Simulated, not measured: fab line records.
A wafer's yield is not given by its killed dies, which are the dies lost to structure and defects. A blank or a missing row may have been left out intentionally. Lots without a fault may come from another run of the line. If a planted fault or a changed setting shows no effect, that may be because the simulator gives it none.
Comparing a struck lot with a sound one    flow sfq_line    14 out of 325 route steps
Sound: the wafers L866.1, L866.3, L866.5. The struck wafers were L854.3, L854.4, L854.5. The cause comes at the end.
Per side, at each step with rows, come the tool, then ch with its chambers, and then its first start. Under that, the readings that differ: sound wafers    struck wafers    difference of the means    sigmas: that difference in standard deviations of wafers without a fault.
alike: readings with means less than 2 such deviations apart, plus words and numbers identical on both sides. not compared: withheld readings, readings lacking a value on some wafer, bounds such as >300 that could conceal the same value, and numbers that have no deviation in the record and whose values overlap.
Wherever a step has rows on one side only, a row that says differs or no value, or a row with sigmas, the two part there. Numbers that don't overlap but have no deviation are shown without sigmas and don't part them. A reading missing from all wafers of one side parts the sides only when that side holds two or more wafers.

first, 1 step without rows for these wafers: SFQ_TRILAYER_M6_STRIP_SOLV_CLEAN_164 (cleans in NMP, time 600 s).
SFQ_TRILAYER_I6_DEP_PECVD_165: deposits SiO2 from SiH4/N2O, time 111.11 s, target thk 500 nm.
  sound on pecvd-01 ch 0,1, day 77 21:28; struck on pecvd-02 ch 0,1,2, day 73 16:17
  alike: heater_power_w, showerhead_vpp_V, throttle_valve_pct
SFQ_TRILAYER_I6_CMP_CMP_166: polishes SiO2.
  sound on cmp-01 ch 1,2, day 77 23:16; struck on cmp-01 ch 0,1, day 73 16:22
  alike: edge_zone_pressure_frac, motor_current_A, platen_rpm, time_to_endpoint_s
SFQ_I6_BOW_MEAS_941:
  sound: film_metro-02 at day 78 02:16; struck: film_metro-02 at day 73 19:24
  alike: I6_BOW
SFQ_TRILAYER_I6_METRO_MEASURE_167:
  sound: film_metro-02 at day 78 02:23; struck: film_metro-02 at day 73 19:53
  alike: thk_nm
then, 6 steps without rows for these wafers: SFQ_TRILAYER_I6_VIA_LITHO_COAT_174 (resist thk 62 nm); SFQ_TRILAYER_I6_VIA_LITHO_COAT_169 (resist thk 650 nm); SFQ_TRILAYER_I6_VIA_LITHO_SOFTBAKE_173; SFQ_TRILAYER_I6_VIA_LITHO_EXPOSE_170 (exposes mask I6, target cd 700 nm); SFQ_TRILAYER_I6_VIA_LITHO_PEB_172 (peb time 60 s); SFQ_TRILAYER_I6_VIA_LITHO_DEVELOP_171 (time 60 s).
-- the record jumps here: 4 days lie between the struck wafers' starts before and after --
SFQ_I6_OVL_MEAS_942:
  sound: overlay-02 at day 81 17:51; struck: overlay-02 at day 78 07:48
  alike: I6_OVL
SFQ_TRILAYER_I6_VIA_BARC_OPEN_VIA_ETCH_235: etches BARC in O2, target depth 125 nm, time 41.7 s.
  sound on rie_diel-03 ch 0,2, day 81 17:53; struck on rie_diel-01 ch 0,2, day 78 07:50
reading     sound              struck             difference  sigmas
bias_w (W)  79.81 79.86 79.43  68.96 68.38 68.32  -11.15      -46
  alike: drypump_motor_current_A, oes_product_au
  not compared: rf_hours_counter_h
SFQ_TRILAYER_I6_VIA_ETCH_VIA_ETCH_172: etches SiO2 in CHF3, stops on Nb, target depth 260 nm.
  sound on rie_diel-03 ch 0,2, day 81 17:56; struck on rie_diel-01 ch 0,2, day 78 07:52
  alike: bias_w, drypump_motor_current_A, oes_product_au

WHERE THEY PART
Only at SFQ_TRILAYER_I6_VIA_BARC_OPEN_VIA_ETCH_235, within this record. Later steps at which nothing parts them and some readings are alike: SFQ_TRILAYER_I6_VIA_ETCH_VIA_ETCH_172.

WHY: what the simulator had put in
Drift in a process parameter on rie_diel-01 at SFQ_TRILAYER_I6_VIA_BARC_OPEN_VIA_ETCH_235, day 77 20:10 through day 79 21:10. A move of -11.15 in setting bias_w, from 80. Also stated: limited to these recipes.
